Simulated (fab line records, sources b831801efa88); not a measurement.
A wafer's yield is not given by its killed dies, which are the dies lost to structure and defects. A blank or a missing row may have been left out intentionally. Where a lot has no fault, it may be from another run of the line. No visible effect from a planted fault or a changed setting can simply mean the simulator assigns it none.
What tool caused it? | flow gf180mcu | 13 lots with 39 wafers sampled at 3 steps, on a route of 602 steps

## WHAT THE GAUGES READ, wafer by wafer
GF_V5_THK_MEAS_25: measures by xrf. Usual: V5_W_THK typically reads 356 nm, with standard deviation 5.8.
lot  | measured     | on            | V5_W_THK (nm) | flag
L214 | day 27 09:10 | film metro-02 | 350 353 351   |
L215 | day 27 12:04 | film metro-01 | 367 367 366   |
L216 | day 27 18:57 | film metro-01 | 363 355 363   |
L218 | day 28 10:25 | film metro-02 | 348 355 356   |
L219 | day 28 17:28 | film metro-03 | 352 359 351   |
L221 | day 29 07:21 | film metro-01 | 367 364 360   |
L220 | day 29 10:16 | film metro-03 | 348 354 352   |
L222 | day 29 12:13 | film metro-01 | 357 359 359   |
L223 | day 30 00:08 | film metro-02 | 356 351 351   |
L224 | day 30 07:40 | film metro-02 | 358 355 352   |
L230 | day 31 17:10 | film metro-03 | 362 358 362   |
L231 | day 31 23:49 | film metro-02 | 350 353 349   |
L237 | day 33 18:53 | film metro-03 | 357 361 357   |

## TOOL THAT RAN EACH LOT (tool first, then ch and the chambers of the sampled wafers, then the start)
lot  | GF_V2_ETCH_17                      | GF_V5_CVD_23
L214 | rie diel-01 ch 0,2,3, day 20 11:00 | cvd w-02 ch 0, day 27 08:55
L215 | rie diel-02 ch 0,3, day 20 13:00   | cvd w-02 ch 0,1, day 27 11:51
L216 | rie diel-02 ch 0,1,3, day 20 22:00 | cvd w-01 ch 0,1, day 27 18:43
L218 | rie diel-03 ch 0,3, day 21 18:00   | cvd w-01 ch 0,1, day 28 10:11
L219 | rie diel-02 ch 1,2,3, day 22 00:00 | cvd w-01 ch 0,1, day 28 17:13
L221 | rie diel-02 ch 0,2,3, day 22 18:00 | cvd w-02 ch 0,1, day 29 07:07
L220 | rie diel-02 ch 0,1,3, day 22 21:00 | cvd w-01 ch 0,1, day 29 10:01
L222 | rie diel-02 ch 0,1, day 22 23:00   | cvd w-01 ch 0, day 29 11:58
L223 | rie diel-01 ch 0,2, day 23 13:00   | cvd w-01 ch 0,1, day 29 23:55
L224 | rie diel-03 ch 1,2,3, day 23 21:00 | cvd w-02 ch 0,1, day 30 07:25
L230 | rie diel-02 ch 0,2,3, day 25 16:00 | cvd w-02 ch 0,1, day 31 16:55
L231 | rie diel-02 ch 0,1, day 26 00:00   | cvd w-01 ch 0,1, day 31 23:34
L237 | rie diel-01 ch 1,2,3, day 28 05:00 | cvd w-02 ch 0,1, day 33 18:38
- GF_V2_ETCH_17: etches SiO2 in C4F8/O2/Ar, stops on TiN, target depth 630 nm.
- GF_V5_CVD_23: deposits W, target thk 350 nm, time 104.9 s.

## WHAT THE TOOLS THEMSELVES READ (means of the sampled wafers that have a number; where no wafer has one, the mark that the record gives instead)
GF_V2_ETCH_17. Usual: oes product au at 0.855 a.u., with a standard deviation of 0.0048.
lot  | tool        | oes product au (a.u.) | flag
L214 | rie diel-01 | 0.852                 |
L215 | rie diel-02 | 0.857                 |
L216 | rie diel-02 | 0.860                 |
L218 | rie diel-03 | 0.854                 |
L219 | rie diel-02 | 0.856                 |
L221 | rie diel-02 | 0.854                 |
L220 | rie diel-02 | 0.855                 |
L222 | rie diel-02 | 0.852                 |
L223 | rie diel-01 | 0.851                 |
L224 | rie diel-03 | 0.852                 |
L230 | rie diel-02 | 0.858                 |
L231 | rie diel-02 | 0.850                 |
L237 | rie diel-01 | 0.854                 |

GF_V5_CVD_23. Usual: chamber pressure Torr 39.98 Torr, standard deviation 0.09; heater power w 865 W, standard deviation 110.
lot  | tool     | chamber pressure Torr (Torr) | heater power w (W) | flag
L214 | cvd w-02 | 39.95                        | 729                |
L215 | cvd w-02 | 39.90                        | 833                |
L216 | cvd w-01 | 40.00                        | 861                |
L218 | cvd w-01 | 39.96                        | 867                |
L219 | cvd w-01 | 39.97                        | 835                |
L221 | cvd w-02 | 39.95                        | 814                |
L220 | cvd w-01 | 39.96                        | 842                |
L222 | cvd w-01 | 40.07                        | 863                |
L223 | cvd w-01 | 39.97                        | 853                |
L224 | cvd w-02 | 40.12                        | 917                |
L230 | cvd w-02 | 39.93                        | 814                |
L231 | cvd w-01 | 39.92                        | 851                |
L237 | cvd w-02 | 39.98                        | 921                |

## THE ANSWER, worked out from the rows above alone
Rule: lot off if the mean of its wafers having a number is beyond 3 standard deviations from the usual mean. A lot without any number at a reading at which 4 lots or more have one is off too. Where the step has rows for the other lots, those lots are counted as sound. After the gauges, taken in route order, come the tools' own readings; for these a lot's mean is taken, as printed above. At the first step where some lot is off, the reading lying furthest off is the one used; lots without a number count as furthest.
No lot is off on any of the readings shown, so nothing can be concluded from this.

## WHAT THE SIMULATOR HAD PUT IN
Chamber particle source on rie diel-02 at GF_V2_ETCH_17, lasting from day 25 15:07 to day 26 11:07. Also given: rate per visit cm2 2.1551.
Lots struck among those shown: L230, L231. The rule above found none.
